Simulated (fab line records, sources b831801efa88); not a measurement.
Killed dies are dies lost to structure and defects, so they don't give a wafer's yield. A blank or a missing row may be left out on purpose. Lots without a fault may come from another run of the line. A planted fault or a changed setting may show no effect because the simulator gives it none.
fab line records | flow gf180mcu
record lots=12 wafers=36 last_day=34
route steps=602 shown STI@15 LVPWELL@56 V1@351
lots that met no fault: from a run of the same line without faults
start_h: hours from the record's first day to the start of the lot's first wafer shown | wait_h: hours since the lot's step before | " the same as in the row above | L1.1+2: a row that stands for several wafers | - no value, or no start given | * or withheld: withheld | < > ~ a bound
route shown NAME@n: a module of which the file shows steps, and the number in the route of the first | usual: mean/standard deviation of fault-free wafers | same: alike in all rows | chamber/n: place in a boat | sites: the reading at each site | _std_site: their standard deviation | _edge_site: outer sites' mean less inner sites' | radius_mm: how far each site lies from the wafer's centre | mask NAME#n: copy n | behind: the tool/chamber that last shaped the wafer | hold: why the lot was held/for how many hours/how that ended | device: the transistor (n, p or np) that didn't switch | end of line: the same wafers' tests at the end of the route | a step without rows: its recipe alone | killed: dies lost to structure and defects at the first sort, not the wafer's yield | map: a wafer's dies, x killed, . not, _ none there
set.NAME: the setting as run; set.NAME@STEP: as run at that earlier step | model.NAME: the simulator's own value behind a step, which no gauge read
steps of the route over a sample of lots; a table a step, a row a wafer
services: from which hour (start_h, from the record's first day; less than 0 if before it) a tool's chamber was out of use, for how many hours, and why
## steps
# step GF_STI_ETCH_14
# recipe target=Si chemistry=HBr/Cl2/O2 target_depth_nm=360 icp_w=600 bias_w=150 pressure_mtorr=15 HBr_flow_sccm=150 Cl2_flow_sccm=40 O2_flow_sccm=6 time_s=102.9
# usual drypump_motor_current_A=5.81/0.26 mfc_cl2_sccm=39.99/0.11 oes_product_au=0.995/0.0085 throttle_valve_pct=25.657/0.0095
# same time_s=102.9
# columns lot.wafer tool chamber start_h wait_h drypump_motor_current_A mfc_cl2_sccm oes_product_au rf_hours_counter_h throttle_valve_pct
L330.2 rie_si-01 0 30.57 0.0 6.31 40.04 1.002 85 25.653
L330.3 " 2 " " 5.77 39.87 1.002 16 25.648
L330.4 " 3 " " 5.90 39.84 0.995 0 25.652
L331.1 rie_si-02 1 37.58 0.0 5.37 39.84 0.978 3 25.648
L331.5 " 2 " " 5.90 40.04 0.981 - 25.657
L331.6 " 3 " " 5.89 39.94 0.986 - 25.668
L332.3 rie_si-01 1 41.02 0.0 5.72 40.05 1.001 92 25.645
L332.4 " 0 " " 6.33 40.01 1.006 85 25.642
L332.6 " 3 " " 5.89 39.99 1.020 - 25.660
L334.2 rie_si-01 3 53.07 0.0 5.91 40.13 0.988 0 25.659
L334.5 " 2 " " 5.78 40.04 0.989 - 25.669
L334.6 " 3 " " 5.89 39.99 0.994 - 25.664
L335.3 rie_si-02 3 56.27 0.0 5.89 39.97 0.988 123 25.673
L335.4 " 0 " " 5.60 39.88 1.005 140 25.655
L335.5 " 3 " " 5.94 39.85 0.993 - 25.652
L336.3 rie_si-02 3 62.32 0.0 5.90 40.10 0.996 123 25.648
L336.5 " 2 " " 5.86 40.05 0.995 - 25.660
L336.6 " 3 " " 5.89 40.12 0.996 - 25.650
L338.2 rie_si-02 3 71.37 0.0 5.90 40.05 0.990 123 25.666
L338.3 " 2 " " 5.89 40.11 0.978 104 25.666
L338.6 " 0 " " 5.65 39.74 1.009 - 25.654
L339.3 rie_si-02 0 76.74 0.0 5.63 39.93 1.005 140 25.661
L339.5 " 1 " " 5.36 40.00 0.978 - 25.678
L339.6 " 0 " " 5.64 39.92 1.011 - 25.649
L342.1 rie_si-01 3 91.64 0.0 5.91 40.03 0.981 1 25.658
L342.5 " 3 " " 5.91 39.81 1.003 - 25.656
L342.6 " 0 " " 6.31 40.00 0.996 - 25.645
L347.3 rie_si-02 2 118.57 0.0 5.89 40.08 0.987 104 25.660
L347.4 " 0 " " 5.60 39.98 0.992 141 25.654
L347.6 " 0 " " 5.63 39.90 0.997 - 25.671
L348.1 rie_si-02 1 124.82 0.0 5.34 39.91 0.994 4 25.666
L348.3 " 2 " " 5.84 39.77 0.984 104 25.658
L348.5 " 0 " " 5.66 40.15 0.988 - 25.653
L352.1 rie_si-02 3 144.24 0.0 5.91 40.09 0.983 124 25.654
L352.4 " 0 " " 5.63 40.01 0.995 0 25.654
L352.5 " 1 " " 5.36 39.95 0.980 - 25.662
# step GF_STI_CMP_25
# recipe stop_on=Si3N4 t_overpolish_s=33 down_force_psi=4 platen_rpm=60 target_thk_nm=524.6 pad_velocity_m_s=0.94248
# usual head_pressure_psi=4.000/0.0072 motor_current_A=12.1/1.3 overpolish_run_s=33.000/0.0092 time_to_endpoint_s=123/4.5
# same t_overpolish_s=33
# columns lot.wafer tool chamber start_h wait_h head_pressure_psi motor_current_A overpolish_run_s time_to_endpoint_s
L330.4 cmp-01 1 32.42 0.0 3.997 12.1 32.983 127
L330.2 " 2 " " 4.001 12.0 33.001 124
L330.3 " 0 " " 4.002 10.3 33.003 125
L331.1 cmp-02 1 39.58 0.1 4.000 10.4 33.005 135
L331.6 " 1 " " 4.001 9.8 33.025 133
L331.5 " 2 " " 4.008 11.4 33.001 133
L332.3 cmp-01 2 43.41 0.0 4.000 11.5 32.984 123
L332.4 " 0 " " 4.002 10.1 32.987 122
L332.6 " 3 " " 4.000 12.8 32.999 129
L334.2 cmp-01 1 54.93 0.0 3.997 12.3 33.005 126
L334.5 " 1 " " 3.987 12.4 32.981 123
L334.6 " 2 " " 4.001 12.2 33.022 122
L335.3 cmp-01 1 58.32 0.1 3.998 12.7 32.993 125
L335.4 " 2 " " 4.001 12.4 33.010 121
L335.5 " 1 " " 4.007 12.9 33.000 125
L336.3 cmp-01 0 64.68 0.1 4.005 10.7 33.015 121
L336.6 " 2 " " 4.010 11.8 33.006 123
L336.5 " 3 " " 4.006 13.2 32.996 124
L338.2 cmp-02 2 73.27 0.0 3.990 11.2 32.989 129
L338.3 " 1 " " 4.008 10.8 33.004 133
L338.6 " 3 " " 3.995 13.3 33.009 129
L339.3 cmp-02 3 79.70 0.1 4.003 12.7 32.987 123
L339.5 " 2 " " 4.007 11.1 33.000 124
L339.6 " 3 " " 3.997 12.9 32.996 124
L342.1 cmp-02 0 93.53 0.1 4.012 14.0 33.002 119
L342.6 " 3 " " 3.990 12.6 32.987 123
L342.5 " 0 " " 4.007 14.5 32.994 117
L347.4 cmp-01 2 120.43 0.0 4.005 11.8 32.992 122
L347.3 " 0 " " 4.001 10.5 32.999 120
L347.6 " 2 " " 3.986 12.1 33.003 120
L348.1 cmp-02 0 126.66 0.1 4.003 14.4 33.009 113
L348.3 " 3 " " 4.009 12.5 33.010 116
L348.5 " 0 " " 4.001 14.2 32.996 112
L352.1 cmp-01 3 146.25 0.2 3.989 13.7 33.005 114
L352.4 " 1 " " 3.990 12.4 32.982 116
L352.5 " 2 " " 4.010 11.8 32.998 115
# step GF_LVPWELL_COAT_02
# recipe spin_rpm=2000 resist_thk_nm=3000
# columns lot.wafer tool chamber start_h wait_h
L330.2+3+4 litho_track-04 0 67.29 0.1
L331.1+5+6 litho_track-02 0 75.33 0.1
L332.3+4+6 litho_track-02 0 79.38 0.1
L334.2+5+6 litho_track-04 0 91.59 0.1
L335.3+4+5 litho_track-02 0 94.53 0.1
L336.3+5+6 litho_track-02 0 101.08 0.1
L338.2+3+6 litho_track-03 0 110.88 0.1
L339.3+5+6 litho_track-04 0 118.17 0.1
L342.1+5+6 litho_track-03 0 134.75 0.1
L347.3+4+6 litho_track-03 0 162.25 0.1
L348.1+3+5 litho_track-03 0 168.80 0.1
L352.1+4+5 litho_track-02 0 189.47 0.1
# step GF_LVPWELL_STRIP_10
# recipe chemistry=O2/N2 power_w=1400 pressure_mtorr=1500 platen_temp_c=250 o2_flow_sccm=3000 n2_flow_sccm=300 overash_fraction=0.5
# usual drypump_motor_current_A=5.5/0.58 heater_power_w=368/40 o2_flow_sccm=3000/9.1 oes_product_au=0.723/0.0042 platen_temp_c=249.92/0.18 strip_time_to_endpoint_s=36.90/0.11
# columns lot.wafer tool chamber start_h wait_h drypump_motor_current_A heater_power_w o2_flow_sccm oes_product_au platen_temp_c rf_hours_counter_h strip_time_to_endpoint_s
L330.2 plasma_asher-03 1 74.64 0.1 4.7 306 2989 0.722 249.96 28 36.96
L330.3 " 0 " " 5.9 341 3004 0.728 250.17 - 36.94
L330.4 " 1 " " 4.7 313 2998 0.721 250.14 - 36.78
L331.1 plasma_asher-04 1 82.69 0.1 6.2 424 3002 0.725 249.93 43 36.88
L331.5 " 0 " " 4.9 378 2994 0.716 249.86 - 36.77
L331.6 " 1 " " 6.2 421 2993 0.717 249.73 - 36.80
L332.3 plasma_asher-04 1 85.94 0.1 6.2 417 2992 0.718 249.71 - 37.13
L332.4 " 0 " " 4.9 379 3008 0.723 250.35 - 36.96
L332.6 " 0 " " 4.9 387 3013 0.725 250.01 - 37.01
L334.2 plasma_asher-03 0 99.13 0.1 5.9 341 2992 0.724 250.04 31 37.00
L334.5 " 0 " " 5.9 341 2994 0.726 249.83 - 37.03
L334.6 " 1 " " 4.7 304 2998 0.724 250.29 - 37.10
L335.3 plasma_asher-02 1 101.47 0.1 5.2 356 2990 0.724 249.83 - 36.92
L335.4 " 0 " " 6.1 392 2991 0.719 250.03 - 36.97
L335.5 " 1 " " 5.1 348 2998 0.725 249.66 - 36.96
L336.3 plasma_asher-02 0 108.67 0.1 6.1 394 3011 0.721 249.73 - 36.98
L336.5 " 0 " " 6.0 403 3014 0.719 250.10 - 36.91
L336.6 " 1 " " 5.2 350 3000 0.725 249.82 - 37.02
L338.2 plasma_asher-04 1 118.29 0.1 6.2 425 2992 0.724 249.74 47 36.69
L338.3 " 0 " " 4.9 386 3002 0.722 249.94 - 36.73
L338.6 " 0 " " 4.9 384 3002 0.720 250.11 - 36.77
L339.3 plasma_asher-03 1 126.54 0.1 4.7 297 2986 0.723 250.02 - 37.00
L339.5 " 1 " " 4.7 303 2993 0.721 249.85 - 36.94
L339.6 " 0 " " 5.9 332 2991 0.722 249.84 - 36.80
L342.1 plasma_asher-02 1 143.05 0.1 5.1 342 2985 0.732 250.19 2 36.81
L342.5 " 1 " " 5.1 338 3015 0.717 249.96 - 36.79
L342.6 " 0 " " 6.1 399 2995 0.719 250.05 - 36.79
L347.3 plasma_asher-03 1 170.77 0.1 4.7 300 2994 0.725 249.75 - 35.68
L347.4 " 0 " " 5.9 337 2981 0.725 249.73 - 35.75
L347.6 " 1 " " 4.7 296 2987 0.724 249.60 - 35.69
L348.1 plasma_asher-03 0 177.90 0.1 5.9 334 2993 0.721 250.18 39 35.84
L348.3 " 1 " " 4.7 308 3003 0.722 250.12 - 35.91
L348.5 " 1 " " 4.7 298 3010 0.722 250.02 - 35.77
L352.1 plasma_asher-02 1 198.71 0.1 5.1 344 3013 0.722 250.18 8 37.07
L352.4 " 0 " " 6.0 391 2993 0.728 250.08 - 37.08
L352.5 " 1 " " 5.1 343 3027 0.723 249.91 - 37.02
# step GF_V1_ETCH_16
# recipe chemistry=N2/H2 target_depth_a=withheld overetch_a=withheld time_s=withheld target=BARC ion_energy_ev=200 source_w=500 bias_w=100 pressure_mtorr=30 n2_flow_sccm=100 h2_flow_sccm=200
# usual drypump_motor_current_A=5.9/0.44 oes_product_au=0.854/0.0051 throttle_valve_pct=13.226/0.0093
# columns lot.wafer tool chamber start_h wait_h drypump_motor_current_A oes_product_au throttle_valve_pct
L330.2 rie_diel-03 0 416.88 0.0 5.9 0.848 13.220
L330.3 " 2 " " 5.2 0.847 13.242
L330.4 " 1 " " 6.4 0.854 13.240
L331.1 rie_diel-01 1 428.63 0.0 6.7 0.853 13.216
L331.5 " 1 " " 6.7 0.851 13.241
L331.6 " 0 " " 5.6 0.857 13.238
L332.3 rie_diel-01 2 437.58 0.0 6.1 0.858 13.206
L332.4 " 3 " " 5.7 0.858 13.226
L332.6 " 0 " " 5.6 0.846 13.229
L335.3 rie_diel-03 1 469.75 0.0 6.4 0.856 13.217
L335.4 " 2 " " 5.2 0.849 13.222
L335.5 " 3 " " 5.6 0.845 13.222
L334.2 rie_diel-01 0 470.70 0.0 5.6 0.849 13.226
L334.5 " 0 " " 5.6 0.862 13.227
L334.6 " 1 " " 6.7 0.851 13.215
L336.3 rie_diel-03 2 478.95 0.0 5.1 0.851 13.237
L336.5 " 3 " " 5.6 0.851 13.237
L336.6 " 2 " " 5.1 0.859 13.227
L338.2 rie_diel-03 2 500.47 0.0 5.1 0.852 13.210
L338.3 " 3 " " 5.6 0.847 13.231
L338.6 " 3 " " 5.6 0.852 13.220
L339.3 rie_diel-01 3 510.60 0.0 5.7 0.853 13.223
L339.5 " 1 " " 6.7 0.862 13.217
L339.6 " 0 " " 5.6 0.859 13.207
L342.1 rie_diel-02 0 538.42 0.0 6.1 0.854 13.209
L342.5 " 3 " " 6.2 0.861 13.219
L342.6 " 2 " " 5.7 0.849 13.225
L347.3 rie_diel-01 1 574.77 0.0 6.7 0.854 13.232
L347.4 " 3 " " 5.7 0.851 13.209
L347.6 " 1 " " 6.7 0.860 13.216
L348.1 rie_diel-03 3 587.77 0.0 5.6 0.846 13.222
L348.3 " 2 " " 5.1 0.845 13.219
L348.5 " 1 " " 6.4 0.851 13.223
L352.1 rie_diel-03 1 607.52 0.0 6.4 0.855 13.220
L352.4 " 2 " " 5.1 0.850 13.226
L352.5 " 1 " " 6.3 0.849 13.209
## services
# columns tool chamber start_h hours kind
rie_si-02 - 24.25 7.7 repair
rie_diel-03 1 63.03 1.3 repair
rie_si-02 2 156.58 2.6 repair
rie_si-02 - 216.40 2.8 pm
cmp-01 - 232.00 4.0 pm
cmp-01 - 246.87 0.4 repair
cmp-01 - 249.17 0.9 repair
cmp-01 - 306.76 0.7 repair
cmp-01 - 328.76 4.2 repair
rie_diel-03 2 333.10 8.1 repair
rie_diel-03 0 334.78 2.5 repair
cmp-01 - 338.00 8.5 pm
rie_diel-03 1 352.21 3.1 repair
cmp-01 - 372.44 1.4 repair
rie_diel-03 0 394.53 15.8 repair
rie_si-02 3 426.46 1.3 repair
cmp-01 - 457.91 0.2 repair
rie_si-02 1 466.78 8.0 repair
rie_diel-03 3 493.27 3.3 repair
cmp-01 - 495.92 1.0 repair
rie_si-02 - 496.15 4.3 pm
rie_si-02 0 568.97 7.5 repair
cmp-01 - 572.17 4.0 pm
rie_diel-03 3 604.09 9.3 repair
## key
first_sign step=GF_LVPWELL_STRIP_10 reading=strip_time_to_endpoint_s direction=down sigmas=10 usual=* struck=*
effect none on later readings
met_at GF_LVPWELL_COAT_02
struck_lots L347,L348
tester_left_out L347,L348
not_acting_at GF_STI_ETCH_14,GF_STI_CMP_25,GF_V1_ETCH_16
onset_between 134.75 162.25
also_fits GF_LVPWELL_STRIP_10:plasma_asher-03
fault kind=process_parameter_drift tool=litho_track-03 chamber=- onset_h=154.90 steps=GF_LVPWELL_COAT_02 channel=resist_thk_nm offset=* shape=step end_h=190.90 acts_in=* stated=*
# tester_left_out: of these lots the tester's yield and bins aren't shown, on N5 and GAA mostly nor the transistor test; their killed dies are dies lost to structure and defects alone, not to doping, threshold or leakage, so they don't give the yield
